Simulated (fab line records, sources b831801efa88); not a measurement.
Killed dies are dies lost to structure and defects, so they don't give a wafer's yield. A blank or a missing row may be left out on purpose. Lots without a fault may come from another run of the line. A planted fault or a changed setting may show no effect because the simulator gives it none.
Which tool did it? | flow sky130 | 14 lots, 42 wafers sampled, at 4 steps of a route of 708

WHAT THE GAUGES READ, wafer by wafer
SKY_DNWELL_TW_MEAS_09. Usual: DNWELL_TW 1104, standard deviation 7.7.
lot  | measured    | on            | DNWELL_TW      | flag
L809 | day 3 12:26 | film_metro-01 | 1096 1093 1090 |
L810 | day 3 18:46 | film_metro-01 | 1100 1096 1097 |
L812 | day 4 03:43 | film_metro-02 | 1107 1112 1110 |
L814 | day 4 18:04 | film_metro-02 | 30 30 30       | OFF
L815 | day 5 12:55 | film_metro-01 | 30 30 30       | OFF
L818 | day 5 14:19 | film_metro-04 | 1097 1095 1098 |
L822 | day 6 11:56 | film_metro-01 | 1100 1109 1105 |
L823 | day 6 18:55 | film_metro-02 | 1109 1110 1116 |
L824 | day 6 23:34 | film_metro-04 | 1096 1098 1106 |
L825 | day 7 08:19 | film_metro-01 | 1102 1099 1100 |
L827 | day 7 14:44 | film_metro-01 | 1107 1103 1099 |
L828 | day 7 21:34 | film_metro-01 | 1107 1106 1105 |
L829 | day 8 02:28 | film_metro-02 | 1111 1115 1116 |
L830 | day 8 09:34 | film_metro-01 | 1114 1117 1114 |

SKY_VT_ADJUST_HVTP_CD_MEAS_07: target cd 380 nm. Usual: cd_nm 379.5 nm, standard deviation 2.7.
lot  | measured     | on        | cd_nm (nm)        | flag
L809 | day 6 10:12  | cd_sem-02 | 379.2 377.6 378.9 |
L810 | day 6 16:49  | cd_sem-01 | 377.0 374.2 375.5 |
L812 | day 7 04:58  | cd_sem-02 | 378.1 382.4 381.0 |
L814 | day 7 20:43  | cd_sem-02 | 380.7 380.0 378.5 |
L815 | day 8 18:19  | cd_sem-01 | 374.9 376.1 377.2 |
L818 | day 8 20:55  | cd_sem-02 | 374.7 375.8 373.3 |
L822 | day 9 21:58  | cd_sem-01 | 384.1 384.7 386.1 |
L823 | day 10 06:34 | cd_sem-02 | 376.6 379.3 377.6 |
L824 | day 10 11:46 | cd_sem-02 | 381.4 378.6 379.4 |
L825 | day 10 21:56 | cd_sem-02 | 376.7 375.8 376.5 |
L827 | day 11 07:09 | cd_sem-01 | 381.9 381.1 380.7 |
L828 | day 11 13:35 | cd_sem-01 | 383.8 382.2 381.3 |
L829 | day 11 19:31 | cd_sem-01 | 377.8 376.7 377.5 |
L830 | day 12 04:11 | cd_sem-02 | 377.6 377.7 378.6 |

SKY_VT_ADJUST_NCORE_TW_MEAS_11. Usual: VT_ADJUST_NCORE_TW 218.6, standard deviation 2.3.
lot  | measured     | on            | VT_ADJUST_NCORE_TW | flag
L809 | day 8 22:41  | film_metro-04 | 217.5 216.5 217.7  |
L810 | day 9 05:43  | film_metro-04 | 218.0 218.8 216.1  |
L812 | day 9 19:38  | film_metro-04 | 217.0 216.9 218.0  |
L814 | day 10 12:58 | film_metro-04 | 217.4 215.7 217.4  |
L815 | day 11 13:40 | film_metro-04 | 216.2 218.0 217.3  |
L818 | day 11 17:28 | film_metro-01 | 219.5 219.3 219.5  |
L822 | day 12 21:33 | film_metro-03 | 222.8 221.7 222.4  |
L823 | day 13 07:19 | film_metro-03 | 221.2 223.2 221.6  |
L824 | day 13 12:25 | film_metro-04 | 216.5 218.1 217.2  |
L825 | day 14 00:52 | film_metro-03 | 222.6 222.4 222.0  |
L827 | day 14 09:44 | film_metro-03 | 220.2 221.6 221.4  |
L828 | day 14 17:11 | film_metro-03 | 221.8 220.9 221.2  |
L829 | day 15 00:19 | film_metro-04 | 216.3 215.7 216.4  |
L830 | day 15 09:23 | film_metro-03 | 222.8 221.9 221.7  |

WHICH TOOL RAN EACH LOT (tool, then ch and the chambers of the sampled wafers, then the start)
lot  | SKY_DNWELL_DEVELOP_06
L809 | litho_track-04 ch 0, day 3 12:00
L810 | litho_track-01 ch 0, day 3 18:00
L812 | litho_track-04 ch 0, day 4 03:00
L814 | litho_track-01, day 4 17:00
L815 | litho_track-01, day 5 12:00
L818 | litho_track-01 ch 0, day 5 13:00
L822 | litho_track-03 ch 0, day 6 11:00
L823 | litho_track-01 ch 0, day 6 18:00
L824 | litho_track-04 ch 0, day 6 23:00
L825 | litho_track-04 ch 0, day 7 07:00
L827 | litho_track-03 ch 0, day 7 14:00
L828 | litho_track-03 ch 0, day 7 21:00
L829 | litho_track-04 ch 0, day 8 02:00
L830 | litho_track-04 ch 0, day 8 09:00
- SKY_DNWELL_DEVELOP_06: develop time 60 s.

WHAT THE TOOLS THEMSELVES READ (means of the sampled wafers that have a number; where no wafer has one, the mark that the record gives instead)
SKY_DNWELL_DEVELOP_06. Usual: chill_plate_temp_C 22.98 C, standard deviation 0.11; resist_line_temp_C 22.99 C, standard deviation 0.1.
lot  | tool           | chill_plate_temp_C (C) | resist_line_temp_C (C) | flag
L809 | litho_track-04 | 22.88                  | 23.05                  |
L810 | litho_track-01 | 22.96                  | 22.90                  |
L812 | litho_track-04 | 23.09                  | 23.00                  |
L814 | litho_track-01 | -                      | -                      | OFF
L815 | litho_track-01 | -                      | -                      | OFF
L818 | litho_track-01 | 23.01                  | 22.98                  |
L822 | litho_track-03 | 23.01                  | 22.98                  |
L823 | litho_track-01 | 22.81                  | 22.92                  |
L824 | litho_track-04 | 23.03                  | 22.97                  |
L825 | litho_track-04 | 22.96                  | 23.15                  |
L827 | litho_track-03 | 23.00                  | 23.09                  |
L828 | litho_track-03 | 22.88                  | 22.94                  |
L829 | litho_track-04 | 23.03                  | 23.03                  |
L830 | litho_track-04 | 22.87                  | 23.01                  |

THE ANSWER, worked out from the rows above alone
Rule: a lot is off if the mean of its wafers that have a number lies more than 3 standard deviations from the usual mean. A lot without any number at a reading at which 4 lots or more have one is off too. The other lots that the step has rows for count as sound. The gauges are gone through in route order, then the tools' own readings, and for those a lot's mean is taken as printed above. The first step at which some lot is off is used, and at that step the reading that is off furthest; a lot without a number counts as furthest.
Off: L814, L815, at SKY_DNWELL_TW_MEAS_09 (DNWELL_TW).
A tool fits if, at a process step before that reading, it ran every lot that is off, and no sound lot after the first of them. The gauges at SKY_DNWELL_TW_MEAS_09 aren't tried: what is off there is off at SKY_DNWELL_DEVELOP_06 too, on other tools, and a gauge's error can't cause that. None of those tried fits.

WHAT THE SIMULATOR HAD PUT IN
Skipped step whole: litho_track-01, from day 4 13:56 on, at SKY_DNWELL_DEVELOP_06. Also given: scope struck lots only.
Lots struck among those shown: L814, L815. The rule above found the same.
